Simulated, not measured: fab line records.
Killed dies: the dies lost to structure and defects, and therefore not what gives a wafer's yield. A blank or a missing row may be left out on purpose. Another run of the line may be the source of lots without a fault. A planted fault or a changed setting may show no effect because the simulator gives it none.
Struck lot and sound lot, side by side -- flow sky130 -- 17 out of 708 route steps
Sound: the wafers L271.2, L271.4, L271.6. Wafers struck: L279.2, L279.4, L279.5. The cause is given at the end.
Each step with rows lists, per side, the tool, then ch with its chambers, then its first start. Under that, the readings that differ: sound wafers -- struck wafers -- difference of the means -- sigmas: that difference in standard deviations of wafers without a fault.
alike: readings with means less than 2 such deviations apart, plus words and numbers identical on both sides. not compared: withheld readings, readings lacking a value on some wafer, bounds such as >300 that could conceal the same value, and numbers that have no deviation in the record and whose values overlap.
A row with sigmas, a row that says differs or no value, or rows on one side alone: a step with any of these is where the two part. Numbers that have no deviation but don't overlap get no sigmas and don't part them. A reading missing from all wafers of one side parts the sides only when that side holds two or more wafers.

first, 3 steps without rows for these wafers: SKY_METAL4_CLEAN_21 (cleans in IPA, time 180 s); SKY_METAL4_CLEAN_22 (cleans in O3/DIW); SKY_VIA4_HDPCVD_00 (deposits SiO2, target thk 1750 nm, time 291.7 s).
SKY_VIA4_THK_MEAS_01:
  sound on film-metro-01, day 43 00:52; struck on film-metro-04, day 45 05:58
reading,sound,struck,difference,sigmas
VIA4_HDPCVD_THK (nm),1726 1733 1700,1759 1775 1750,+42,+2
SKY_VIA4_CMP_02: polishes SiO2.
  sound on cmp-02 ch 0,2, day 43 01:08; struck on cmp-01 ch 0,1,3, day 45 06:01
  alike: head-pressure-psi, motor-current-A, slurry-filter-dp-kPa
SKY_VIA4_BOW_MEAS_03:
  sound on film-metro-02, day 43 01:25; struck on film-metro-04, day 45 06:20
  alike: VIA4_BOW
then, 6 steps without rows for these wafers: SKY_VIA4_DEHYDRATE_04 (time 60 s); SKY_VIA4_HMDS_05 (prime time 60 s); SKY_VIA4_COAT_06 (resist thk 1140 nm); SKY_VIA4_SOFTBAKE_07 (time 60 s); SKY_VIA4_EXPOSE_08 (exposes mask VIM4, target cd 800 nm); SKY_VIA4_PEB_09.
SKY_VIA4_DEVELOP_10: develop time 60 s.
  sound on litho-track-02 ch 0, day 43 22:59; struck on litho-track-02 ch 0, day 46 03:17
SKY_VIA4_OVL_MEAS_11:
  sound on overlay-02, day 43 23:07; struck on overlay-01, day 46 03:25
  alike: VIA4_OVL
SKY_VIA4_ETCH_12: etches SiO2 in C4F8/O2/Ar, stops on TiN, target depth 580 nm.
  sound on rie-diel-02 ch 2,3, day 43 23:09; struck on rie-diel-02 ch 0,1,3, day 46 03:27
reading,sound,struck,difference,sigmas
model.VIA4.cd-nm (nm),803 801.1 800.4,763.4 763.4 766.3,-37.1,
  alike: oes-product-au
SKY_VIA4_STRIP_13: strips in O2/N2.
  sound on plasma-asher-03 ch 0,1, day 43 23:14; struck on plasma-asher-02 ch 1, day 46 03:32
reading,sound,struck,difference,sigmas
drypump-motor-current-A (A),5.5 6.0 6.0,4.7 4.7 4.7,-1.1,-2
  alike: oes-product-au, strip-time-to-endpoint-s
  not compared: rf-hours-counter-h
-- the record jumps here: 3 days lie between the struck wafers' starts before and after (it left off in module VIA4 and takes up again in module PAD_OPEN, whose first step shown is number 708 of the route) --
SKY_PAD_OPEN_PROBE_99:
  sound on prober-01, day 46 21:16; struck on prober-01, day 48 20:01
reading,sound,struck,difference,sigmas
model.etest.via4-chain.rc-ohm,0.7942 0.8217 0.7929,0.8623 0.8495 0.8851,+0.0627,
  alike: defect-limited-yield, killed_at_M0_to_M3, killed_at_M4_up, killed-at-contacts, killed-at-front-end, killed-at-other, killed-dies, killed-open, killed-short, sort_bin_3_pad_short, sort_bin_5_function, sort_bin_6_memory, sort-n-pass, sort-yield-pct

## WHERE THEY PART
Last at SKY_VIA4_STRIP_13 as far as this record goes, first at SKY_VIA4_THK_MEAS_01. Later steps at which nothing parts them and some readings are alike: SKY_PAD_OPEN_PROBE_99.

WHY: the cause the simulator had injected
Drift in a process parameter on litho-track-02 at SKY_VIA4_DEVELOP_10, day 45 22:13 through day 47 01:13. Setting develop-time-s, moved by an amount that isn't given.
